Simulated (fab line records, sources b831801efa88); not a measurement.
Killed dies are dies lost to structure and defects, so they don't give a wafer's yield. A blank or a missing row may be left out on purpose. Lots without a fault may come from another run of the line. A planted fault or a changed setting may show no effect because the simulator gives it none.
A struck lot beside a sound one | flow gf180mcu | 24 steps out of a route of 602
Sound: wafers L288.2, L288.3, L288.6. Struck: wafers L296.1, L296.3, L296.4. The cause comes at the end.
At each step with rows: each side's tool, then ch and its chambers, then its first start. Under that, the readings that differ: sound wafers | struck wafers | difference of the means | sigmas: that difference in standard deviations of wafers without a fault.
alike: readings whose means differ by less than 2 such deviations, and words and numbers that are the same on both sides. not compared: withheld readings, readings that some wafer has no value for, bounds like >300 that may hide the same value, and numbers for which the record gives no deviation and whose values overlap.
The two part at a step that has a row with sigmas, a row that says differs or no value, or rows on one side only. Numbers that don't overlap but have no deviation are shown without sigmas and don't part them. A reading that every wafer of one side lacks parts them only if that side has two wafers or more.

first, 4 steps without rows for these wafers: GF_TOP_METAL_SOFTBAKE_10 (time 60 s); GF_TOP_METAL_EXPOSE_11 (exposes mask MetalTop, target cd 440 nm); GF_TOP_METAL_PEB_12; GF_TOP_METAL_DEVELOP_13 (develop time 60 s).
GF_TOP_METAL_CD_MEAS_14: target cd 440 nm.
  sound on cd_sem-01, day 29 16:07; struck on cd_sem-02, day 32 01:02
  alike: cd_nm
GF_TOP_METAL_OVL_MEAS_15:
  sound on overlay-01, day 29 16:13; struck on overlay-01, day 32 01:09
  alike: TOP_METAL_OVL
GF_TOP_METAL_METAL_ETCH_16: etches the open film in Cl2/BCl3, stops on SiO2, target depth 1077.5 nm, time 179.6 s.
  sound on rie_metal-02 ch 0, day 29 16:18; struck on rie_metal-02 ch 0,1, day 32 01:11
  alike: drypump_motor_current_A, oes_product_au, rf_fwd_power_W, throttle_valve_pct
  not compared: rf_hours_counter_h
GF_TOP_METAL_STRIP_17: strips in O2/N2.
  sound on plasma_asher-04 ch 0,1, day 29 16:35; struck on plasma_asher-04 ch 0,1, day 32 01:22
  alike: drypump_motor_current_A, heater_power_w, oes_product_au, strip_time_to_endpoint_s
  not compared: rf_hours_counter_h
then, 2 steps without rows for these wafers: GF_TOP_METAL_STRIP_18 (strips in post etch residue remover, time 1200 s); GF_TOP_METAL_CLEAN_19 (cleans in DIW).
GF_PASSIVATION_CVD_00: deposits SiO2 from TEOS, target thk 1000 nm, time 111.95 s.
  sound on pecvd-01 ch 0,1,2, day 29 17:08; struck on pecvd-01 ch 0,2, day 32 01:59
  alike: heater_power_w, rf_fwd_power_W
GF_PASSIVATION_THK_MEAS_01:
  sound on film_metro-01, day 29 17:13; struck on film_metro-04, day 32 02:04
  alike: PASSIVATION_CVD_00_THK
GF_PASSIVATION_CVD_02: deposits Si3N4, target thk 700 nm, time 486.18 s.
  sound on pecvd-04 ch 0,1,2, day 29 17:16; struck on pecvd-04 ch 0,2, day 32 02:08
  reading                                       | sound             | struck            | difference | sigmas
  model.Si3N4_of_PASSIVATION_CVD_02.thk_nm (nm) | 704.9 695.7 715.1 | 787.9 806.2 815.3 | +97.9      |
  alike: heater_power_w, rf_fwd_power_W
GF_PASSIVATION_THK_MEAS_03:
  sound on film_metro-02, day 29 17:34; struck on film_metro-04, day 32 02:25
  reading                     | sound       | struck      | difference | sigmas
  PASSIVATION_CVD_02_THK (nm) | 705 696 715 | 788 807 815 | +98        | +11
then, 7 steps without rows for these wafers: GF_PASSIVATION_DEHYDRATE_04 (time 60 s); GF_PASSIVATION_HMDS_05 (prime time 60 s); GF_PASSIVATION_COAT_06 (resist thk 4000 nm); GF_PASSIVATION_SOFTBAKE_07; GF_PASSIVATION_EXPOSE_08 (exposes mask Pad, target cd 40000 nm); GF_PASSIVATION_PEB_09; GF_PASSIVATION_DEVELOP_10 (develop time 60 s).
GF_PASSIVATION_ETCH_11: etches the open film in CF4/O2, stops on TiN, target depth 1800 nm, time 408.5 s.
  sound on rie_diel-04 ch 0,2, day 30 12:38; struck on rie_diel-01 ch 0,1,3, day 32 18:59
  reading                                 | sound             | struck            | difference | sigmas
  oes_product_au (a.u.)                   | 0.951 0.953 0.960 | 0.986 0.984 1.003 | +0.036     | +5
  model.etch.depth_nm (nm)                | 1680 1679 1705    | 1768 1808 1812    | +108       |
  model.PASSIVATION.feature_depth_nm (nm) | 1680 1679 1705    | 1768 1808 1812    | +108       |
  alike: drypump_motor_current_A, throttle_valve_pct
  not compared: rf_hours_counter_h
GF_PASSIVATION_STRIP_12: strips in O2/N2.
  sound on plasma_asher-01 ch 0,1, day 30 12:52; struck on plasma_asher-02 ch 0,1, day 32 19:13
  alike: drypump_motor_current_A, heater_power_w, oes_product_au, strip_time_to_endpoint_s
  not compared: rf_hours_counter_h
GF_PASSIVATION_PROBE_99:
  the record has rows for the struck wafers here (prober-01, day 32 20:56) and none for the sound ones

WHERE THEY PART
First at GF_PASSIVATION_THK_MEAS_03; last, within this record, at GF_PASSIVATION_PROBE_99.

WHY: what the simulator had put in
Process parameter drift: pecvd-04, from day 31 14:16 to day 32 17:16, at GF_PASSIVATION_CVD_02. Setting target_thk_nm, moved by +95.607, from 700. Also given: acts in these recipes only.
